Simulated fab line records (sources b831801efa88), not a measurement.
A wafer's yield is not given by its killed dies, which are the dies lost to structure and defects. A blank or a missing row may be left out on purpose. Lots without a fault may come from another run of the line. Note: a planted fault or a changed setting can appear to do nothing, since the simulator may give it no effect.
The tool behind it: which one? | flow sky130 | Sampling: 12 lots, 36 wafers, 5 of 708 route steps

== WHAT THE GAUGES READ, wafer by wafer ==
Not one reading of a measure or inspect step in the record can be checked against a usual standard deviation.

== WHAT TOOL EACH LOT RAN ON (gives the tool, then ch and the chambers of the sampled wafers, and finally the start) ==
lot  | SKY_VIA1_ETCH_15                   | SKY_METAL2_SPUTTER_01        | SKY_METAL2_COAT_10                | SKY_VIA2_CMP_02               | SKY_PAD_OPEN_PROBE_99
L985 | rie diel-04 ch 1,2, day 33 22:56   | pvd sputter-04, day 34 00:16 | litho track-03 ch 0, day 34 13:00 | cmp-01 ch 0,1,3, day 35 03:49 | prober-02, day 45 17:40
L986 | rie diel-02 ch 1,3, day 34 10:05   | pvd sputter-03, day 34 11:25 | litho track-03 ch 0, day 35 00:00 | cmp-01 ch 0,3, day 35 15:18   | -
L987 | rie diel-02 ch 1,2,3, day 34 13:31 | pvd sputter-04, day 34 14:52 | litho track-03 ch 0, day 35 03:00 | cmp-02 ch 2,3, day 35 18:27   | -
L988 | rie diel-04 ch 0,1,3, day 35 06:44 | pvd sputter-04, day 35 08:04 | litho track-04 ch 0, day 35 21:00 | cmp-02 ch 0,1,3, day 36 11:48 | -
L990 | rie diel-01 ch 0,3, day 35 18:59   | pvd sputter-04, day 35 20:20 | litho track-03 ch 0, day 36 09:00 | cmp-02 ch 1,2,3, day 36 23:47 | -
L993 | rie diel-02 ch 0,1,2, day 37 09:29 | pvd sputter-03, day 37 10:50 | litho track-02 ch 0, day 37 23:00 | cmp-02 ch 0,2,3, day 38 13:56 | prober-02, day 48 02:06
L996 | rie diel-04 ch 0,2, day 38 05:16   | pvd sputter-03, day 38 06:38 | litho track-04 ch 0, day 38 19:00 | cmp-02 ch 0,2,3, day 39 09:25 | prober-01, day 48 18:14
L998 | rie diel-01 ch 0,2,3, day 39 06:49 | pvd sputter-04, day 39 08:12 | litho track-03 ch 0, day 39 21:00 | cmp-02 ch 0,3, day 40 10:37   | prober-01, day 49 22:16
L101 | rie diel-02 ch 2,3, day 39 16:20   | pvd sputter-03, day 39 17:59 | litho track-03 ch 0, day 40 05:00 | cmp-01 ch 0,2,3, day 40 19:49 | prober-02, day 50 00:25
L104 | rie diel-01 ch 1,2,3, day 40 02:47 | pvd sputter-01, day 40 04:06 | litho track-02 ch 0, day 40 16:00 | cmp-02 ch 1,3, day 41 05:02   | -
L106 | rie diel-01 ch 0,1,2, day 41 02:23 | pvd sputter-01, day 41 03:40 | litho track-04 ch 0, day 41 15:00 | cmp-01 ch 0,2,3, day 42 04:38 | -
L107 | rie diel-04 ch 2,3, day 41 16:02   | pvd sputter-01, day 41 17:22 | litho track-04 ch 0, day 42 04:00 | cmp-02 ch 0,2,3, day 42 16:48 | -
- SKY_VIA1_ETCH_15: etches SiO2 in C4F8/O2/Ar, stops on TiN, target depth 351 nm, time 54 s.
- SKY_METAL2_SPUTTER_01: material TiN, target thk 20 nm, time 16.7 s.
- SKY_METAL2_COAT_10: resist thk 450 nm.
- SKY_VIA2_CMP_02: polishes SiO2.
- SKY_PAD_OPEN_PROBE_99

== WHAT THE TOOLS THEMSELVES READ (means of the sampled wafers that have a number; where no wafer has one, the mark that the record gives instead) ==
SKY_VIA1_ETCH_15. Usual: oes product au 0.983 a.u., standard deviation 0.0062; rf fwd power W 1486 W, standard deviation 5.6.
lot  | tool        | oes product au (a.u.) | rf fwd power W (W) | flag
L985 | rie diel-04 | 0.978                 | 1485               |
L986 | rie diel-02 | 0.983                 | 1485               |
L987 | rie diel-02 | 0.981                 | 1491               |
L988 | rie diel-04 | 0.979                 | 1487               |
L990 | rie diel-01 | 0.985                 | 1485               |
L993 | rie diel-02 | 0.986                 | 1490               |
L996 | rie diel-04 | 0.985                 | 1486               |
L998 | rie diel-01 | 0.985                 | 1484               |
L101 | rie diel-02 | 0.979                 | 1488               |
L104 | rie diel-01 | 0.987                 | 1480               |
L106 | rie diel-01 | 0.979                 | 1486               |
L107 | rie diel-04 | 0.987                 | 1484               |

SKY_METAL2_SPUTTER_01. Usual: cathode dc power W 6500.0 W, standard deviation 1.1; throttle valve pct 29.8 %, standard deviation 1.
lot  | tool           | cathode dc power W (W) | throttle valve pct (%) | flag
L985 | pvd sputter-04 | 6499.0                 | 30.1                   |
L986 | pvd sputter-03 | 6500.2                 | 30.5                   |
L987 | pvd sputter-04 | 6500.4                 | 29.9                   |
L988 | pvd sputter-04 | 6500.6                 | 29.3                   |
L990 | pvd sputter-04 | 6499.5                 | 29.5                   |
L993 | pvd sputter-03 | 6501.1                 | 29.9                   |
L996 | pvd sputter-03 | 6499.6                 | 29.9                   |
L998 | pvd sputter-04 | 6499.6                 | 30.5                   |
L101 | pvd sputter-03 | 6499.5                 | 28.9                   |
L104 | pvd sputter-01 | 6499.8                 | 30.2                   |
L106 | pvd sputter-01 | 6501.4                 | 30.3                   |
L107 | pvd sputter-01 | 6500.4                 | 30.6                   |

SKY_METAL2_COAT_10. Usual: spin speed rpm at 2999.9 rpm, with a standard deviation of 1.8.
lot  | tool           | spin speed rpm (rpm) | flag
L985 | litho track-03 | 2999.3               |
L986 | litho track-03 | 2999.9               |
L987 | litho track-03 | 2864.3               | OFF
L988 | litho track-04 | 3001.3               |
L990 | litho track-03 | 2865.3               | OFF
L993 | litho track-02 | 2999.7               |
L996 | litho track-04 | 3000.1               |
L998 | litho track-03 | 2996.9               |
L101 | litho track-03 | 3000.3               |
L104 | litho track-02 | 2999.5               |
L106 | litho track-04 | 2998.2               |
L107 | litho track-04 | 2998.4               |

SKY_VIA2_CMP_02. Usual: motor current A at 12.2 A, with a standard deviation of 1.2.
lot  | tool   | motor current A (A) | flag
L985 | cmp-01 | 12.2                |
L986 | cmp-01 | 11.8                |
L987 | cmp-02 | 12.3                |
L988 | cmp-02 | 11.5                |
L990 | cmp-02 | 11.5                |
L993 | cmp-02 | 11.8                |
L996 | cmp-02 | 12.3                |
L998 | cmp-02 | 12.2                |
L101 | cmp-01 | 12.6                |
L104 | cmp-02 | 10.5                |
L106 | cmp-01 | 12.6                |
L107 | cmp-02 | 12.3                |

SKY_PAD_OPEN_PROBE_99. Usual: defect limited yield 82.3 %, standard deviation 1.9; killed_at_M0_to_M3 44, standard deviation 7.6; killed_at_M4_up 3.2, standard deviation 1.7; killed at contacts 24, standard deviation 5.7; killed at front end 16, standard deviation 3.9; killed at other 0.2, standard deviation 0.45; killed dies 87, standard deviation 9.5; killed open 47, standard deviation 6.9; killed short 40, standard deviation 5.8; sort_bin_3_pad_short 0.9 %, standard deviation 0.4; sort_bin_5_function 10.4 %, standard deviation 1.4; sort_bin_6_memory 6.4 %, standard deviation 1.1; sort n pass 405, standard deviation 9.5; sort yield pct 82.3 %, standard deviation 1.9.
lot  | tool      | defect limited yield (%) | killed_at_M0_to_M3 | killed_at_M4_up | killed at contacts | killed at front end | killed at other | killed dies | killed open | killed short | sort_bin_3_pad_short (%) | sort_bin_5_function (%) | sort_bin_6_memory (%) | sort n pass | sort yield pct (%) | flag
L985 | prober-02 | 82.9                     | 39                 | 3.7             | 24                 | 17                  | 0.0             | 84          | 45          | 39           | 0.9                      | 9.6                     | 6.5                   | 408         | 82.9               |
L993 | prober-02 | 82.3                     | 41                 | 3.7             | 26                 | 16                  | 0.7             | 87          | 46          | 41           | 0.9                      | 9.8                     | 7.0                   | 405         | 82.3               |
L996 | prober-01 | 84.0                     | 38                 | 3.7             | 20                 | 17                  | 0.0             | 79          | 40          | 39           | 0.7                      | 9.3                     | 6.0                   | 413         | 84.0               |
L998 | prober-01 | 81.6                     | 49                 | 3.3             | 25                 | 13                  | 0.0             | 90          | 50          | 40           | 0.7                      | 10.3                    | 7.3                   | 402         | 81.6               |
L101 | prober-02 | 81.4                     | 49                 | 4.7             | 22                 | 16                  | 0.3             | 91          | 49          | 42           | 0.5                      | 11.1                    | 6.9                   | 401         | 81.4               |

== THE ANSWER, worked out from the rows above alone ==
Rule: a lot is off if the mean of its wafers that have a number lies more than 3 standard deviations from the usual mean. A lot without any number at a reading at which 4 lots or more have one is off too. Where the step has rows for the other lots, those lots are counted as sound. After the gauges, taken in route order, come the tools' own readings; for these a lot's mean is taken, as printed above. At the first step where some lot is off, the reading lying furthest off is the one used; lots without a number count as furthest.
Off: L987, L990 (SKY_METAL2_COAT_10, spin speed rpm).
A tool fits if, at that step or a process step before it, it ran every lot that is off, and no sound lot after the first of them. None of those tried fits.

== WHAT WAS PUT IN BY THE SIMULATOR ==
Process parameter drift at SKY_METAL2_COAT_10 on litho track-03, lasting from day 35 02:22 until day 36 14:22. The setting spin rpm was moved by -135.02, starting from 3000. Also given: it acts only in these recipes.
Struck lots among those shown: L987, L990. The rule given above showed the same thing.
